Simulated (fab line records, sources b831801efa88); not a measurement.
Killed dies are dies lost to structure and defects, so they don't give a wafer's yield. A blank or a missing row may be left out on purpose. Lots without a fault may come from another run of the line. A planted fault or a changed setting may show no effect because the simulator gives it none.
One fault seen from 2 desks | flow sky130 | each desk has only its own numbers; what lay behind them comes last

THE METROLOGY DESK
What the gauges read, lot by lot, whatever tool the lot ran on: means of the sampled wafers that have a number. A lot is out of limits, marked OUT, if its mean lies more than 4 standard deviations from the usual mean; the brackets give that distance.
Columns: A = VIA3_BOW at SKY_VIA3_BOW_MEAS_03, usual 79 um
lot  | first seen here | A
L920 | day 39 21:57    | 91
L927 | day 41 06:47    | 88
L929 | day 41 15:37    | 78
L934 | day 42 21:27    | 79
L933 | day 43 00:32    | 72
L937 | day 43 21:17    | 81
L935 | day 44 00:59    | 90
L938 | day 44 03:27    | 71
L939 | day 44 12:19    | 72
L941 | day 44 18:46    | 75
L942 | day 44 19:53    | 80
This desk's finding: nothing out of limits on any of the 11 lots.

THE TOOL OWNER'S DESK: rie_metal-01
The tool's own readings at SKY_METAL3_METAL_ETCH_18 (etches the open film in Cl2/BCl3, stops on SiO2, target depth 845 nm, time 183.1 s): means of the sampled wafers that have a number, for each lot that ran on this tool. A lot is out of limits, marked OUT, if its mean lies more than 4 standard deviations from the usual mean; the brackets give that distance.
Columns: A = bias_w at SKY_METAL3_METAL_ETCH_18, usual 48.49 W; B = drypump_motor_current_A at SKY_METAL3_METAL_ETCH_18, usual 5.86 A; C = oes_product_au at SKY_METAL3_METAL_ETCH_18, usual 0.867 a.u.; D = throttle_valve_pct at SKY_METAL3_METAL_ETCH_18, usual 22.265 %
lot  | first seen here | A                | B    | C     | D
L920 | day 39 20:28    | 48.58            | 6.13 | 0.868 | 22.262
L927 | day 41 05:22    | 47.53 (-6.4) OUT | 5.94 | 0.863 | 22.264
L929 | day 41 14:20    | 47.94            | 5.69 | 0.867 | 22.268
L942 | day 44 18:35    | 48.44            | 5.72 | 0.865 | 22.259
This desk's finding: out of limits on L927; first on L927, day 41 05:22 (bias_w at SKY_METAL3_METAL_ETCH_18). In limits: L920, L929, L942.

PUT TOGETHER
The tool owner's desk could have raised an alarm at day 41 05:22, on L927.
The metrology desk saw nothing out of limits.
The metrology desk has L927 on record, within its limits.
Of the lots named, all ran SKY_METAL3_METAL_ETCH_18 on rie_metal-01.

WHAT THE SIMULATOR HAD PUT IN
Process parameter drift: rie_metal-01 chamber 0, from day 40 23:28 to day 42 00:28, at SKY_METAL3_METAL_ETCH_18. Setting bias_w, moved by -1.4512, from 48.5. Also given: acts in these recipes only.
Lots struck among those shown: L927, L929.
Hours from the fault's start to each desk's first reading out of limits: the tool owner's desk, 6.
